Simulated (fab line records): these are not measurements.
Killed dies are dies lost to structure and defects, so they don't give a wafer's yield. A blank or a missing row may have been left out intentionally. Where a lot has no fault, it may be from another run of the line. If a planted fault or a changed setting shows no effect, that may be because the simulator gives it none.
Code-filled problem report in 8D (eight disciplines) form    flow gf180mcu    the parts of the form that need people (team, actions taken, sign-off) are left out

1. PROBLEM STATEMENT
Wafers with no fault read 0.856 a.u. with a standard deviation of 0.0043, whereas oesProductAu at GF_V1_ETCH_17 reads a mean of 0.814 a.u. on 1 wafer of 1 lot. Relative to the usual mean, that is a shift of -9.8 standard deviations.
The step: etches SiO2 in C4F8/O2/Ar, stops on TiN, target depth 630 nm.
The step gives no start for some of these wafers. Wafers with a number at this step in the record: 36, from 12 lots. By rule, "out" or "out of limits" means more than 4 standard deviations away from the usual mean. Any other wafer with a number is counted as sound.

2. WHAT IT IS AND WHAT IT IS NOT
question                     is            is not
which readings at this step  oesProductAu  -
which lots                   L480          L475, L476, L478, L490, L491, L492, L493, L494, L495, L496, L497
which wafers of those lots   L480.1        L480.2, L480.5
read on which tools          rieDiel-04    rieDiel-02, rieDiel-03

3. WHAT RULES OUT EACH SUSPECT
Counting: a tool at a process step up to the reading stays a suspect if it ran every lot that is out. Sound lots after the first of them don't rule it out here, since some wafers of a struck lot are sound.
- cmp-01 at GF_V1_CMP_04 (polishes SiO2): kept. L480, the lot that is out, went through it at day 18 23:20; up to then, the latest sound lot through it was L478 at day 18 09:32.
- rieDiel-04 at GF_V1_ETCH_17 (etches SiO2 in C4F8/O2/Ar, stops on TiN, target depth 630 nm): kept. L480, the lot that is out, went through it at day 23 04:02; up to then, the latest sound lot through it was L475 at day 21 03:29. Its own readings are out on those wafers: oesProductAu. Because GF_V1_ETCH_17 lacks a start for some lots, the hours and order of its lots are taken from GF_M3_OVL_MEAS_15.
Remaining after the count are cmp-01 at GF_V1_CMP_04 and rieDiel-04 at GF_V1_ETCH_17.

4. THE CAUSE (what the simulator had put in)
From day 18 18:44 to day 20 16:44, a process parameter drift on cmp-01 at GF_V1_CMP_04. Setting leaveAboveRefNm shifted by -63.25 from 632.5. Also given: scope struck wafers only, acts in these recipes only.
After counting, 2 suspects remain, this tool included.

5. SEQUENCE OF EFFECTS, ordered by route
One row per reading whose mean, taken over the struck wafers that have a number, lies over 3 standard deviations from the usual. Only readings for which the record gives a usual standard deviation are gone through. hours: the time from each lot's start at the first step in this table that gives one to its start at this step, as a median over the lots. sigmas: the change in usual standard deviations.
hours  step           reading          usual       on struck wafers  change  sigmas
0      GF_V1_CMP_04   timeToEndpointS  80 s        103               +23     +3.9
-      GF_V1_ETCH_17  oesProductAu     0.856 a.u.  0.814             -0.042  -9.8
Here are the process steps it includes:
- GF_V1_CMP_04: polishes SiO2.
- GF_V1_ETCH_17: etches SiO2 in C4F8/O2/Ar, stops on TiN, target depth 630 nm.
Later steps that measure or inspect, where all struck wafers having a row at the step show a number for every such reading and not one has moved that far: GF_M3_OVL_MEAS_15.

6. WHAT WOULD HAVE CAUGHT IT SOONER
No tool reading at GF_V1_CMP_04 that has a usual standard deviation in the record was out on any struck wafer, so an alarm limit of 4 standard deviations on those readings would not have fired.
